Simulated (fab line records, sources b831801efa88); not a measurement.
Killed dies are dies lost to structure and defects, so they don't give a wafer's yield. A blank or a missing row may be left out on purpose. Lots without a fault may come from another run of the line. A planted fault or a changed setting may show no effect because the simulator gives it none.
Split-lot experiment | flow gf180mcu | 5 lots, 23 wafers read, on a route of 602 steps

THE SPLIT
At GF_V5_CMP_04 (polishes SiO2), the setting leave_above_ref_nm was moved away from the recipe's 855 nm on 6 of the 23 wafers read, by -5.2% to +2.2%. The other wafers ran this setting at the recipe's value.

FROM THE SPLIT TO THE READING: what the file shows between them, 2 steps
- GF_V5_DEVELOP_13: develop time 60 s (also split here: dev_temp_c)
- GF_V5_ETCH_16: etches BARC in N2/H2

THE READING
V5.feature_depth_nm (the simulator's own value, which no gauge read), in nm, at GF_V5_ETCH_17 (etches SiO2 in C4F8/O2/Ar, stops on TiN, target depth 855 nm). The file gives no usual value for it. The 17 wafers here that ran the recipe average 855.2 nm, standard deviation 0.67 nm.

wafer  | tool, chamber at the split | leave_above_ref_nm as run, nm | against the recipe | V5.feature_depth_nm, nm | against lot-mates on the recipe
L074.1 | cmp-02, 1                  | 824                           | -3.6%              | 825.2                   | -29.5
L074.2 | cmp-02, 2                  | 855                           | recipe             | 855.3                   | -
L074.3 | cmp-02, 3                  | 824                           | -3.6%              | 823.6                   | -31.1
L074.4 | cmp-02, 0                  | 855                           | recipe             | 854                     | -
L074.5 | cmp-02, 0                  | 855                           | recipe             | 854.7                   | -
L076.1 | cmp-01, 2                  | 855                           | recipe             | 855.9                   | -
L076.3 | cmp-01, 3                  | 810.4                         | -5.2%              | 809.6                   | -45.4
L076.4 | cmp-01, 1                  | 855                           | recipe             | 854.6                   | -
L076.5 | cmp-01, 2                  | 810.4                         | -5.2%              | 809.9                   | -45.1
L076.6 | cmp-01, 1                  | 855                           | recipe             | 854.4                   | -
L079.1 | cmp-02, 0                  | 855                           | recipe             | 855.5                   | -
L079.4 | cmp-02, 3                  | 855                           | recipe             | 854.8                   | -
L079.5 | cmp-02, 0                  | 855                           | recipe             | 853.8                   | -
L080.1 | cmp-01, 2                  | 874.2                         | +2.2%              | 874.7                   | +19.1
L080.2 | cmp-01, 1                  | 855                           | recipe             | 855                     | -
L080.3 | cmp-01, 3                  | 855                           | recipe             | 856.1                   | -
L080.5 | cmp-01, 3                  | 874.2                         | +2.2%              | 876.1                   | +20.5
L080.6 | cmp-01, 0                  | 855                           | recipe             | 855.7                   | -
L083.2 | cmp-02, 2                  | 855                           | recipe             | 856.1                   | -
L083.3 | cmp-02, 1,3                | 855                           | recipe             | 855.4                   | -
L083.6 | cmp-02, 1,3                | 855                           | recipe             | 855.4                   | -
L083.4 | cmp-02, 3                  | 855                           | recipe             | 855.8                   | -
L083.5 | cmp-02, 2                  | 855                           | recipe             | 855.2                   | -
Where a row lists several chambers, the file gives one row for several wafers and doesn't say which wafer went through which chamber.

THE FIT
A straight line over all 23 wafers: V5.feature_depth_nm changes by +8.69 nm for each +1% of leave_above_ref_nm; r = +1.00; the points scatter about the line by 0.75 nm.
The same after taking each lot's own level away (the mean of its wafers on the recipe; 23 wafers): +8.61 nm for each +1%; r = +1.00; scatter 0.67 nm.
On that fit, the largest move of leave_above_ref_nm shifts the reading by 45 nm.
The lots' own levels span 854.67 to 855.60 nm, that is 1.4 times the standard deviation above.
So the lot-to-lot level changes the slope little: the two slopes agree.
Check: with one of the wafers moved furthest among these (-5.2%) left out of the fit, the line predicts -44.5 nm for it against its lot-mates. It came out at -45.4 nm against them.

OTHER SPLITS ON THESE WAFERS
These wafers also went through other splits before the reading. Each is held against what the fit with the lots' levels taken away leaves over:
other split on the same wafers | wafers away from the commonest value | r with V5.feature_depth_nm (lot level and that fit taken away)
GF_V5_DEVELOP_13 dev_temp_c    | 7                                    | +0.00

THE WHOLE CHAIN: every reading that the file lists as answering this split, in the file's order
step          | what it does                                                 | reading                                                                   | change (the file's fit)              | r (the file's)
GF_V5_CMP_04  | polishes SiO2                                                | SiO2_of_V5_CVD_02.thk_nm (the simulator's own value, which no gauge read) | +8.59 nm for each +1% of the setting | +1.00
GF_V5_ETCH_17 | etches SiO2 in C4F8/O2/Ar, stops on TiN, target depth 855 nm | V5.feature_depth_nm (the simulator's own value, which no gauge read)      | +8.59 nm for each +1% of the setting | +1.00

THE FILE'S OWN FIT
V5.feature_depth_nm changes by +8.59 nm for each +1% of leave_above_ref_nm, r = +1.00.
